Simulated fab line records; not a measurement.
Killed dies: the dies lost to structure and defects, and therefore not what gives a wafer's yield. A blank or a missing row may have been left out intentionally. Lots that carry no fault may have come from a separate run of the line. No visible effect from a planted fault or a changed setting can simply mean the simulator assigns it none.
The same fault as seen by 2 desks | flow gf180mcu | every desk sees just its own numbers, and what lay behind them comes last

== THE METROLOGY DESK ==
Lot by lot, what the gauges showed, no matter which tool ran the lot: averages of those sampled wafers that carry a number. The brackets show how far a lot's mean lies from the usual mean; more than 4 standard deviations puts the lot out of limits, marked OUT.
Columns: A = VT_IMPLANT_TW at GF_VT_IMPLANT_TW_MEAS_10, usual 568
lot  | first seen here | A
L817 | day 5 14:29     | 585
L818 | day 5 20:07     | 563
L819 | day 6 02:17     | 560
L820 | day 6 06:38     | 564
L821 | day 6 15:32     | 560
L822 | day 6 19:03     | 578
L823 | day 7 02:17     | 585
L824 | day 7 11:38     | 584
L825 | day 7 14:31     | 558
L826 | day 7 22:05     | 557
L831 | day 9 09:29     | 575
L833 | day 10 05:34    | 558
L837 | day 10 19:28    | 563
L836 | day 10 19:47    | 578
This desk's verdict: no lot among the 14 shows anything out of limits.

== DESK OF THE TOOL OWNER: implanter-01 ==
For each lot that ran on this tool, the mean over its sampled wafers that have a number, from the tool's own readings at GF_NWELL_IMPLANT_09. The brackets show how far a lot's mean lies from the usual mean; more than 4 standard deviations puts the lot out of limits, marked OUT.
Columns: A = beam energy keV at GF_NWELL_IMPLANT_09, usual 160.00; B = tilt deg at GF_NWELL_IMPLANT_09, usual -0.007 degrees
lot  | first seen here | A                        | B
L819 | day 3 17:08     | 160.01                   | -0.023
L822 | day 4 10:11     | 160.05                   | 0.019
L823 | day 4 16:43     | 160.01                   | 0.001
L825 | day 5 03:32     | 159.94                   | -0.033
L831 | day 6 15:32     | 160.07                   | 0.006
L833 | day 7 09:02     | 170.11 (+99 or more) OUT | -0.014
L836 | day 7 20:40     | 170.14 (+99 or more) OUT | -0.017
This desk's finding: out of limits on L833, L836; first on L833, day 7 09:02 (beam energy keV at GF_NWELL_IMPLANT_09). In limits: L819, L822, L823, L825, L831.

== PUT TOGETHER ==
At day 7 09:02, on L833, L836, the tool owner's desk was in a position to raise an alarm.
From the metrology desk's view, nothing was out of limits.
The metrology desk holds a record of L833, L836, inside its limits.
Every lot named ran GF_NWELL_IMPLANT_09 on implanter-01.

== WHAT HAD BEEN PUT IN BY THE SIMULATOR ==
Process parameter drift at GF_NWELL_IMPLANT_09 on implanter-01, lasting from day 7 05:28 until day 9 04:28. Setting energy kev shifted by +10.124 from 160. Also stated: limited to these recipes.
Shown lots that were struck: L833, L836.
Hours from the fault's start to each desk's first reading out of limits: the tool owner's desk, 4.
